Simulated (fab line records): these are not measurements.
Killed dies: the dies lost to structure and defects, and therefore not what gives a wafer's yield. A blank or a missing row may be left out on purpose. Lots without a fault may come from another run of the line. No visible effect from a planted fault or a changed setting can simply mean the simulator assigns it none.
Commonality check across tools || flow gf180mcu || Sample size 12 lots and 36 wafers

REASON IT WAS OPENED
At GF_V3_THK_MEAS_01 the reading V3_CVD_00_THK is flagged on 2 of 12 lots. Fault-free wafers read 599 nm, with a standard deviation of 7.9.
Rule: a lot gets a flag if all its wafers with a number sit over 4 standard deviations from that mean, or if no wafer of it has a number. As for the other lots, they are considered sound.

{"lot": "L867", "measured": "day 21 08:11", "on": "film_metro-04", "V3_CVD_00_THK (nm), wafer by wafer": "602 593 595", "flag": ""}
{"lot": "L868", "measured": "day 21 17:40", "on": "film_metro-01", "V3_CVD_00_THK (nm), wafer by wafer": "606 603 610", "flag": ""}
{"lot": "L869", "measured": "day 22 01:50", "on": "film_metro-04", "V3_CVD_00_THK (nm), wafer by wafer": "607 602 607", "flag": ""}
{"lot": "L870", "measured": "day 22 16:14", "on": "film_metro-01", "V3_CVD_00_THK (nm), wafer by wafer": "596 606 599", "flag": ""}
{"lot": "L872", "measured": "day 23 08:05", "on": "film_metro-04", "V3_CVD_00_THK (nm), wafer by wafer": "614 601 601", "flag": ""}
{"lot": "L874", "measured": "day 23 23:16", "on": "film_metro-04", "V3_CVD_00_THK (nm), wafer by wafer": "580 598 597", "flag": ""}
{"lot": "L875", "measured": "day 24 10:07", "on": "film_metro-02", "V3_CVD_00_THK (nm), wafer by wafer": "599 583 597", "flag": ""}
{"lot": "L877", "measured": "day 25 08:37", "on": "film_metro-01", "V3_CVD_00_THK (nm), wafer by wafer": "600 601 586", "flag": ""}
{"lot": "L878", "measured": "day 25 13:37", "on": "film_metro-01", "V3_CVD_00_THK (nm), wafer by wafer": "601 590 591", "flag": ""}
{"lot": "L879", "measured": "day 26 13:50", "on": "film_metro-04", "V3_CVD_00_THK (nm), wafer by wafer": "501 506 505", "flag": "FLAGGED"}
{"lot": "L880", "measured": "day 26 21:32", "on": "film_metro-02", "V3_CVD_00_THK (nm), wafer by wafer": "513 504 515", "flag": "FLAGGED"}
{"lot": "L890", "measured": "day 29 02:24", "on": "film_metro-04", "V3_CVD_00_THK (nm), wafer by wafer": "590 589 592", "flag": ""}
Average over the flagged lots: 507 nm; offset from the usual -92 nm, equal to -12 standard deviations.

TOOL THAT RAN EACH LOT
The record holds 2 process steps before the reading, out of a route of 602 steps. Cell contents, in order: the tool; ch with the chambers the sampled wafers went through; the start.
{"lot": "L867", "flag": "", "GF_V2_STRIP_18": "plasma_asher-04 ch 0,1, day 20 06:13", "GF_V3_CVD_00": "hdpcvd-02 ch 1,2, day 21 08:05"}
{"lot": "L868", "flag": "", "GF_V2_STRIP_18": "plasma_asher-04 ch 0,1, day 20 15:01", "GF_V3_CVD_00": "hdpcvd-01 ch 0,2, day 21 17:34"}
{"lot": "L869", "flag": "", "GF_V2_STRIP_18": "plasma_asher-03 ch 0,1, day 20 23:50", "GF_V3_CVD_00": "hdpcvd-02 ch 0,1, day 22 01:46"}
{"lot": "L870", "flag": "", "GF_V2_STRIP_18": "plasma_asher-03 ch 0,1, day 21 14:17", "GF_V3_CVD_00": "hdpcvd-02 ch 0,1,2, day 22 16:10"}
{"lot": "L872", "flag": "", "GF_V2_STRIP_18": "plasma_asher-03 ch 0,1, day 22 06:36", "GF_V3_CVD_00": "hdpcvd-02 ch 0,2, day 23 08:01"}
{"lot": "L874", "flag": "", "GF_V2_STRIP_18": "plasma_asher-04 ch 0,1, day 22 22:22", "GF_V3_CVD_00": "hdpcvd-01 ch 0,1,2, day 23 23:11"}
{"lot": "L875", "flag": "", "GF_V2_STRIP_18": "plasma_asher-01 ch 0, day 23 08:17", "GF_V3_CVD_00": "hdpcvd-01 ch 1,2, day 24 10:03"}
{"lot": "L877", "flag": "", "GF_V2_STRIP_18": "plasma_asher-04 ch 0,1, day 24 07:55", "GF_V3_CVD_00": "hdpcvd-01 ch 1,2, day 25 08:31"}
{"lot": "L878", "flag": "", "GF_V2_STRIP_18": "plasma_asher-04 ch 0,1, day 24 13:08", "GF_V3_CVD_00": "hdpcvd-02 ch 0,1,2, day 25 13:32"}
{"lot": "L879", "flag": "FLAGGED", "GF_V2_STRIP_18": "plasma_asher-03 ch 0,1, day 25 13:50", "GF_V3_CVD_00": "hdpcvd-01 ch 0,1,2, day 26 13:46"}
{"lot": "L880", "flag": "FLAGGED", "GF_V2_STRIP_18": "plasma_asher-03 ch 1, day 25 22:13", "GF_V3_CVD_00": "hdpcvd-01 ch 1,2, day 26 21:28"}
{"lot": "L890", "flag": "", "GF_V2_STRIP_18": "plasma_asher-03 ch 0,1, day 28 04:08", "GF_V3_CVD_00": "hdpcvd-02 ch 0,1,2, day 29 02:20"}
What these steps do:
- GF_V2_STRIP_18: strips in O2/N2.
- GF_V3_CVD_00: deposits SiO2, target thk 600 nm, time 100 s.
- GF_V3_THK_MEAS_01

FLAGGED OVER TOTAL, TOOL BY TOOL (the gauges that took the reading come last)
{"step": "GF_V2_STRIP_18", "tool": "plasma_asher-01", "lots run": 1, "flagged": 0, "share of the flagged lots": "none", "sound lots run after its first flagged lot": "-"}
{"step": "GF_V2_STRIP_18", "tool": "plasma_asher-03", "lots run": 6, "flagged": 2, "share of the flagged lots": "all", "sound lots run after its first flagged lot": "1 (L890)"}
{"step": "GF_V2_STRIP_18", "tool": "plasma_asher-04", "lots run": 5, "flagged": 0, "share of the flagged lots": "none", "sound lots run after its first flagged lot": "-"}
{"step": "GF_V3_CVD_00", "tool": "hdpcvd-01", "lots run": 6, "flagged": 2, "share of the flagged lots": "all", "sound lots run after its first flagged lot": 0}
{"step": "GF_V3_CVD_00", "tool": "hdpcvd-02", "lots run": 6, "flagged": 0, "share of the flagged lots": "none", "sound lots run after its first flagged lot": "-"}
{"step": "GF_V3_THK_MEAS_01", "tool": "film_metro-01", "lots run": 4, "flagged": 0, "share of the flagged lots": "none", "sound lots run after its first flagged lot": "-"}
{"step": "GF_V3_THK_MEAS_01", "tool": "film_metro-02", "lots run": 2, "flagged": 1, "share of the flagged lots": "some", "sound lots run after its first flagged lot": 0}
{"step": "GF_V3_THK_MEAS_01", "tool": "film_metro-04", "lots run": 6, "flagged": 1, "share of the flagged lots": "some", "sound lots run after its first flagged lot": "1 (L890)"}

WHAT IS ALLOWED BY THE TABLE
plasma_asher-03 at GF_V2_STRIP_18 and hdpcvd-01 at GF_V3_CVD_00 are the 2 rows of the table that ran each flagged lot.
- plasma_asher-03 at GF_V2_STRIP_18: 2 of its 6 lots flagged. After the first flagged lot (L890), sound lots still ran on it; a lasting fault on the whole tool would not permit that.
- hdpcvd-01 at GF_V3_CVD_00: 2 of its 6 lots flagged. A fault beginning between L877 (day 25 08:31), its last sound lot, and L879 (day 26 13:46), its first flagged one, fits the data. Its own readings (sih4_flow_sccm) fall more than 4 standard deviations out on all wafers of the flagged lots.
What remains is a single tool, hdpcvd-01 at GF_V3_CVD_00.

WHAT HAD BEEN PUT IN BY THE SIMULATOR
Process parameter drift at GF_V3_CVD_00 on hdpcvd-01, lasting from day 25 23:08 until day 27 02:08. A move of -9 in setting sih4_flow_sccm, from 60. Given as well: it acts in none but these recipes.
Lots struck among those shown: L879, L880. The same result came from the rule above.
